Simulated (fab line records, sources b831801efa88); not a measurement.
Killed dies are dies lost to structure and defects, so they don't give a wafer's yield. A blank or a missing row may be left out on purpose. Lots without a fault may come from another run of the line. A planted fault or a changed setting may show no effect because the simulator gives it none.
fab line records | flow gf180mcu | part 2 of 2: steps 29 to 42 of 42
record lots=5 wafers=15 last_day=34
route steps=602 shown STI@13 DNWELL@32 NWELL@42 LVPWELL@54
lots that met no fault: from a run of the same line without faults
start_h: hours from the record's first day to the start of the lot's first wafer shown | wait_h: hours since the lot's step before | " the same as in the row above | L1.1+2: a row that stands for several wafers | - no value, or no start given | * or withheld: withheld | < > ~ a bound
route shown NAME@n: a module of which the file shows steps, and the number in the route of the first | usual: mean/standard deviation of fault-free wafers | same: alike in all rows | chamber/n: place in a boat | sites: the reading at each site | _std_site: their standard deviation | _edge_site: outer sites' mean less inner sites' | radius_mm: how far each site lies from the wafer's centre | mask NAME#n: copy n | behind: the tool/chamber that last shaped the wafer | hold: why the lot was held/for how many hours/how that ended | device: the transistor (n, p or np) that didn't switch | end of line: the same wafers' tests at the end of the route | a step without rows: its recipe alone | killed: dies lost to structure and defects at the first sort, not the wafer's yield | map: a wafer's dies, x killed, . not, _ none there
set.NAME: the setting as run; set.NAME@STEP: as run at that earlier step | model.NAME: the simulator's own value behind a step, which no gauge read
lots at some steps of the route; a table a step, a row a wafer
services: from which hour (start_h, from the record's first day; less than 0 if before it) a tool's chamber was out of use, for how many hours, and why
## steps
# step GF_DNWELL_TW_MEAS_09
# usual DNWELL_TW=1352/20
# columns lot.wafer tool chamber start_h wait_h DNWELL_TW
L076.3 film_metro-03 - 52.68 0.1 1333
L076.4 " - " " 1340
L076.5 " - " " 1334
L078.1 film_metro-02 - 65.52 0.1 1354
L078.3 " - " " 1351
L078.4 " - " " 1349
L079.2 film_metro-01 - 67.87 0.1 1383
L079.3 " - " " 1371
L079.4 " - " " 1370
L083.1 film_metro-03 - 89.61 0.1 1335
L083.2 " - " " 1336
L083.4 " - " " 1337
L097.1 film_metro-03 - 164.56 0.1 1341
L097.3 " - " " 1338
L097.4 " - " " 1333
# step GF_NWELL_DEHYDRATE_00
# recipe temp_c=200 time_s=60
# columns lot.wafer tool chamber start_h wait_h
L076.3+4+5 litho_track-02 0 58.31 5.6
L078.1+3+4 litho_track-04 0 71.92 6.4
L079.2+3+4 litho_track-03 0 74.33 6.5
L083.1+2+4 litho_track-04 0 95.82 6.2
L097.1+3+4 litho_track-02 0 171.71 7.1
# step GF_NWELL_HMDS_01
# recipe prime_time_s=60 prime_temp_c=120
# columns lot.wafer tool chamber start_h wait_h
L076.3+4+5 litho_track-02 0 58.46 0.1
L078.1+3+4 litho_track-04 0 72.07 0.1
L079.2+3+4 litho_track-03 0 74.48 0.1
L083.1+2+4 litho_track-04 0 95.97 0.1
L097.1+3+4 litho_track-02 0 171.86 0.1
# step GF_NWELL_COAT_02
# recipe spin_rpm=2000 resist_thk_nm=3000
# columns lot.wafer tool chamber start_h wait_h
L076.3+4+5 litho_track-02 0 58.61 0.1
L078.1+3+4 litho_track-04 0 72.22 0.1
L079.2+3+4 litho_track-03 0 74.63 0.1
L083.1+2+4 litho_track-04 0 96.12 0.1
L097.1+3+4 litho_track-02 0 172.01 0.1
# step GF_NWELL_SOFTBAKE_03
# recipe temp_c=110 time_s=withheld
# columns lot.wafer tool chamber start_h wait_h
L076.3+4+5 litho_track-02 0 58.78 0.1
L078.1+3+4 litho_track-04 0 72.37 0.1
L079.2+3+4 litho_track-03 0 74.79 0.1
L083.1+2+4 litho_track-04 0 96.27 0.1
L097.1+3+4 litho_track-02 0 172.16 0.1
# step GF_NWELL_EXPOSE_04
# recipe mask_id=Nwell target_cd_nm=860 na=0.6 source_shape=conventional sigma_outer=0.6 dose_mj=260
# usual reticle_temp_C=22.97/0.12
# columns lot.wafer tool chamber start_h wait_h mask reticle_temp_C
L076.3 iline_stepper-02 0 - - Nwell#0 22.84
L076.4 " 0 " " Nwell#0 22.85
L076.5 " 0 " " Nwell#0 22.97
L078.1 iline_stepper-02 0 - - Nwell#0 22.87
L078.3 " 0 " " Nwell#0 22.88
L078.4 " 0 " " Nwell#0 22.90
L079.2 iline_stepper-02 0 - - Nwell#0 23.06
L079.3 " 0 " " Nwell#0 23.00
L079.4 " 0 " " Nwell#0 22.98
L083.1 iline_stepper-02 0 - - Nwell#0 23.08
L083.2 " 0 " " Nwell#0 23.12
L083.4 " 0 " " Nwell#0 23.14
L097.1 iline_stepper-02 0 - - Nwell#0 23.15
L097.3 " 0 " " Nwell#0 22.96
L097.4 " 0 " " Nwell#0 23.03
# step GF_NWELL_PEB_05
# recipe temp_c=115 time_s=withheld
# columns lot.wafer tool chamber start_h wait_h
L076.3+4+5 litho_track-04 0 - -
L078.1+3+4 litho_track-02 0 - -
L079.2+3+4 litho_track-02 0 - -
L083.1+2+4 litho_track-04 0 - -
L097.1+3+4 litho_track-03 0 - -
# step GF_NWELL_DEVELOP_06
# recipe wall_angle_deg=90 develop_time_s=60 dev_temp_c=23
# columns lot.wafer tool chamber start_h wait_h
L076.3+4+5 litho_track-04 0 - -
L078.1+3+4 litho_track-02 0 - -
L079.2+3+4 litho_track-02 0 - -
L083.1+2+4 litho_track-04 0 - -
L097.1+3+4 litho_track-03 0 - -
# step GF_NWELL_OVL_MEAS_07
# usual NWELL_OVL=-0.8/1.1
# columns lot.wafer tool chamber start_h wait_h NWELL_OVL[nm]
L076.3 overlay-02 - 64.93 - -0.6
L076.4 " - " " -1.8
L076.5 " - " " -1.5
L078.1 overlay-01 - 78.56 - -0.9
L078.3 " - " " 0.8
L078.4 " - " " 0.0
L079.2 overlay-01 - 81.42 - -0.2
L079.3 " - " " 0.2
L079.4 " - " " -1.7
L083.1 overlay-01 - 103.62 - -0.7
L083.2 " - " " 0.3
L083.4 " - " " 0.7
L097.1 overlay-01 - 180.06 - -1.7
L097.3 " - " " -2.8
L097.4 " - " " -0.7
# step GF_NWELL_IMPLANT_08
# recipe species=P energy_kev=450 dose_cm2=1.5e+13 tilt_deg=0
# columns lot.wafer tool chamber start_h wait_h
L076.3+4+5 implanter-03 0 65.00 0.1
L078.1+3+4 implanter-03 0 78.60 0.0
L079.2+3+4 implanter-01 0 81.47 0.0
L083.1+2+4 implanter-01 0 103.65 0.0
L097.1+3+4 implanter-01 0 180.09 0.0
# step GF_NWELL_IMPLANT_09
# recipe species=P energy_kev=160 dose_cm2=4e+12 tilt_deg=0
# columns lot.wafer tool chamber start_h wait_h
L076.3+4+5 implanter-03 0 65.15 0.1
L078.1+3+4 implanter-03 0 78.75 0.1
L079.2+3+4 implanter-01 0 81.62 0.1
L083.1+2+4 implanter-01 0 103.80 0.1
L097.1+3+4 implanter-01 0 180.24 0.1
# step GF_NWELL_STRIP_10
# recipe chemistry=O2/N2 power_w=1400 pressure_mtorr=1500 platen_temp_c=250 o2_flow_sccm=3000 n2_flow_sccm=300 overash_fraction=0.5
# usual drypump_motor_current_A=5.5/0.33 heater_power_w=327/8.9 oes_product_au=0.723/0.0043 platen_temp_c=249.98/0.17 strip_time_to_endpoint_s=36.97/0.1
# columns lot.wafer tool chamber start_h wait_h drypump_motor_current_A heater_power_w oes_product_au platen_temp_c rf_hours_counter_h strip_time_to_endpoint_s
L076.3 plasma_asher-04 0 65.29 0.1 5.2 327 0.722 250.08 - 36.87
L076.4 " 1 " " 5.6 338 0.726 250.22 - 36.86
L076.5 " 0 " " 5.2 327 0.726 249.89 - 36.86
L078.1 plasma_asher-03 1 78.90 0.1 6.2 335 0.718 250.00 29 36.97
L078.3 " 0 " " 5.4 331 0.721 249.99 - 37.00
L078.4 " 1 " " 6.2 335 0.718 249.96 - 37.00
L079.2 plasma_asher-03 0 81.75 0.1 5.4 330 0.724 250.10 29 36.96
L079.3 " 0 " " 5.4 329 0.729 249.97 - 37.01
L079.4 " 1 " " 6.2 325 0.717 250.26 - 36.95
L083.1 plasma_asher-01 1 103.95 0.1 5.3 331 0.726 249.78 47 37.22
L083.2 " 0 " " 5.5 316 0.723 249.60 47 37.13
L083.4 " 1 " " 5.3 330 0.725 249.96 - 37.12
L097.1 plasma_asher-03 1 180.39 0.1 6.2 330 0.725 249.78 40 36.96
L097.3 " 1 " " 6.2 327 0.724 249.62 - 36.89
L097.4 " 0 " " 5.4 328 0.723 249.97 - 36.85
# step GF_NWELL_TW_MEAS_11
# usual NWELL_TW=1572/13
# columns lot.wafer tool chamber start_h wait_h NWELL_TW
L076.3 film_metro-04 - 65.37 0.1 1584
L076.4 " - " " 1573
L076.5 " - " " 1580
L078.1 film_metro-04 - 79.00 0.1 1574
L078.3 " - " " 1572
L078.4 " - " " 1581
L079.2 film_metro-02 - 81.86 0.1 1580
L079.3 " - " " 1582
L079.4 " - " " 1578
L083.1 film_metro-03 - 104.05 0.1 1554
L083.2 " - " " 1555
L083.4 " - " " 1551
L097.1 film_metro-04 - 180.49 0.1 1569
L097.3 " - " " 1571
L097.4 " - " " 1565
# step GF_LVPWELL_DEHYDRATE_00
# recipe temp_c=200 time_s=60
# columns lot.wafer tool chamber start_h wait_h
L076.3+4+5 litho_track-01 0 71.76 6.4
L078.1+3+4 litho_track-04 0 85.02 6.0
L079.2+3+4 litho_track-01 0 88.14 6.3
L083.1+2+4 litho_track-03 0 110.26 6.2
L097.1+3+4 litho_track-04 0 188.72 8.2
## services
# columns tool chamber start_h hours kind
implanter-01 - 14.44 1.8 repair
implanter-01 - 17.85 4.1 repair
implanter-01 - 29.27 6.7 repair
implanter-01 - 31.60 1.8 repair
iline_stepper-02 - 46.10 8.9 pm
furnace-02 - 54.84 3.8 pm
rie_si-02 1 69.47 8.3 repair
rie_si-02 - 73.50 1.1 repair
rie_si-02 2 82.58 7.6 repair
furnace-02 - 83.98 4.3 pm
rie_si-02 3 85.78 4.2 repair
cmp-01 - 89.43 4.5 repair
rie_si-02 3 96.10 39.2 repair
furnace-01 - 102.96 4.1 pm
cmp-01 - 112.27 0.9 repair
iline_stepper-02 - 130.39 1.7 pm
cmp-01 - 138.04 1.5 repair
rie_si-02 3 139.50 2.3 repair
iline_stepper-01 - 140.51 1.7 pm
implanter-01 - 156.63 5.1 pm
furnace-02 - 161.51 6.5 pm
rie_si-02 2 162.68 7.8 repair
rie_si-02 3 172.42 6.6 repair
rie_si-02 1 179.11 12.1 repair
